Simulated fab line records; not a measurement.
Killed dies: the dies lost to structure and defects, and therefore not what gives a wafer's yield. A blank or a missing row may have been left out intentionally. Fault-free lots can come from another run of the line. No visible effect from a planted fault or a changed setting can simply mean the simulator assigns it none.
8D (eight disciplines) problem report, filled in by code -- flow sky130 -- the parts of the form that need people (team, actions taken, sign-off) are left out

## 1. THE PROBLEM
Wafers without a fault read 3000 sccm, standard deviation 9.3; o2_flow_sccm at SKY_CAP2M_STRIP_14 reads a mean of 2401 sccm on 6 wafers belonging to 2 lots. That is -64 standard deviations from the usual mean.
The step: strips in O2/N2.
First seen on wafer L683.1, day 41 20:11, on plasma_asher-02. The record has a number at this step for 39 wafers belonging to 13 lots. The rule behind "out" and "out of limits": a value lying over 4 standard deviations away from the usual mean. All remaining wafers that have a number are taken as sound.

## 2. WHAT IT IS AND WHAT IT IS NOT
question,is,is not
which readings at this step,o2_flow_sccm,drypump_motor_current_A
which lots,"L683, L688","L682, L686, L692, L693, L695, L698, L699, L700, L701, L702, L703"
which wafers of those lots,all that have a number,-
read on which tools,plasma_asher-02,"plasma_asher-01, plasma_asher-04"
when,from day 41 20:11,"up to then (3 sound wafers); but 30 sound wafers of L686, L692, L693, L695, L698, L699, L700, L701, L702, L703 came after"

## 3. SUSPECTS, AND WHAT RULES EACH OUT
Counting: a tool stays on the suspect list if, at a process step up to the reading, it processed all lots that are out and no sound lot following the first of them.
- plasma_asher-02 at SKY_CAP2M_STRIP_14 (strips in O2/N2): ruled out as a lasting fault. Following L683 (day 41 20:11), the first lot on it that is out, the sound lots L699, L700, L701, L702 were run on it.
Left after counting: nothing in the record.

## 4. THE CAUSE (what the simulator had put in)
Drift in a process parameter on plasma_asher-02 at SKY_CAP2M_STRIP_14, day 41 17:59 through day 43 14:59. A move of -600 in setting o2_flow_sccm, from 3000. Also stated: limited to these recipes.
Counting ruled it out, wrongly.

## 5. THE EFFECT CHAIN, in route order
Each row: a reading whose mean over the struck wafers that have a number lies more than 3 standard deviations from the usual. Only readings whose record carries a usual standard deviation are examined. hours: median over the lots of the time between each lot's start at the first step of this table that gives one and its start at this step. sigmas: the change, counted in usual standard deviations.
hours,step,reading,usual,on struck wafers,change,sigmas
0,SKY_CAP2M_STRIP_14,o2_flow_sccm,3000 sccm,2401,-599,-64
0,SKY_CAP2M_STRIP_14,strip_time_to_endpoint_s,12.67 s,12.81,+0.14,+3.5
The process steps in it:
- SKY_CAP2M_STRIP_14: strips in O2/N2.
Later steps that measure or inspect, where all struck wafers having a row at the step show a number for every such reading and not one has moved that far: SKY_METAL4_OVL_MEAS_14.

## 6. HOW IT WOULD HAVE BEEN CAUGHT EARLIER
First out-of-limits reading in this record: day 41 20:11, which is 2 hours after fault onset at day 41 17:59.
